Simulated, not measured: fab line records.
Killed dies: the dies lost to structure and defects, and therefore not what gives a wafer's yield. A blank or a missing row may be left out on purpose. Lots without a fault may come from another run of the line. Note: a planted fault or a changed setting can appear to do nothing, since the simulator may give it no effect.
Problem report in the 8D (eight disciplines) form, filled by code :: flow sky130 :: the parts of the form that need people (team, actions taken, sign-off) are left out

## 1. WHAT WENT WRONG
Wafers without a fault read 15, standard deviation 4.6; killed at front end at SKY_PAD_OPEN_PROBE_99 reads a mean of 56 on 9 wafers belonging to 3 lots. Relative to the usual mean, that is a shift of +9.0 standard deviations.
First seen on wafer L583.3, day 48 00:13, on prober-01. At this step, 36 wafers from 12 lots have a number in the record. Rule for "out", or "out of limits": more than 4 standard deviations from the usual mean. The other wafers with a number count as sound.

## 2. WHAT IT IS; WHAT IT IS NOT
question: which readings at this step
is: killed at front end
is not: killed at contacts, killed at other, killed open, killed short

question: which lots
is: L583, L584, L586
is not: L574, L575, L581, L590, L592, L593, L594, L595, L596

question: which wafers of those lots
is: all that have a number
is not: -

question: read on which tools
is: prober-01, prober-02
is not: -

question: when
is: from day 48 00:13
is not: up to then (9 sound wafers); but 18 sound wafers of L590, L592, L593, L594, L595, L596 came after

## 3. THE SUSPECTS, EACH WITH WHAT RULES IT OUT
Counting: a tool stays on the suspect list if, at a process step up to the reading, it processed all lots that are out and no sound lot following the first of them.
- rie si-02 at SKY_POLY_GATE_ETCH_17 (etches poly-Si in HBr/Cl2, stops on SiO2, target depth 180 nm, time 70.5 s): ruled out as a lasting fault. The sound lots L595, L596 went through it after L583, its earliest lot that is out (day 19 20:07).
- pvd sputter-04 at SKY_METAL5_SPUTTER_04 (material TiN, target thk 70 nm, time 58.3 s): ruled out as a lasting fault. The sound lots L592, L594, L596 went through it after L583, its earliest lot that is out (day 45 07:34).
Left after counting: nothing in the record.

## 4. THE CAUSE (what the simulator had put in)
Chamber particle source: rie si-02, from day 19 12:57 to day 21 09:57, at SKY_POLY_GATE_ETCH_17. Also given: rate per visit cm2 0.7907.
Counting ruled it out, wrongly: the rule takes a fault to strike every lot that its tool runs from its start on, and this one did not.

## 5. THE EFFECT CHAIN, in route order
Rows list readings where the struck wafers' mean (over those with a number) sits beyond 3 standard deviations from the usual. Scope: only readings with a usual standard deviation given in the record; hours: median across lots of the time from each lot's start at the first step in this table that gives one to its start at this step; sigmas: change in usual standard deviations.
hours: 0
step: SKY_PAD_OPEN_PROBE_99
reading: killed at front end
usual: 15
on struck wafers: 56
change: +41
sigmas: +9.0

hours: 0
step: SKY_PAD_OPEN_PROBE_99
reading: killed dies
usual: 87
on struck wafers: 123
change: +36
sigmas: +3.6
Its process steps:
- SKY_PAD_OPEN_PROBE_99

## 6. HOW IT WOULD HAVE BEEN CAUGHT EARLIER
First out-of-limits reading in this record: day 48 00:13, which is 683 hours after fault onset at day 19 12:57.
An alarm limit of 4 standard deviations would not have fired on the tool readings at SKY_POLY_GATE_ETCH_17 for which the record gives a usual standard deviation, since none of them was out on any struck wafer.
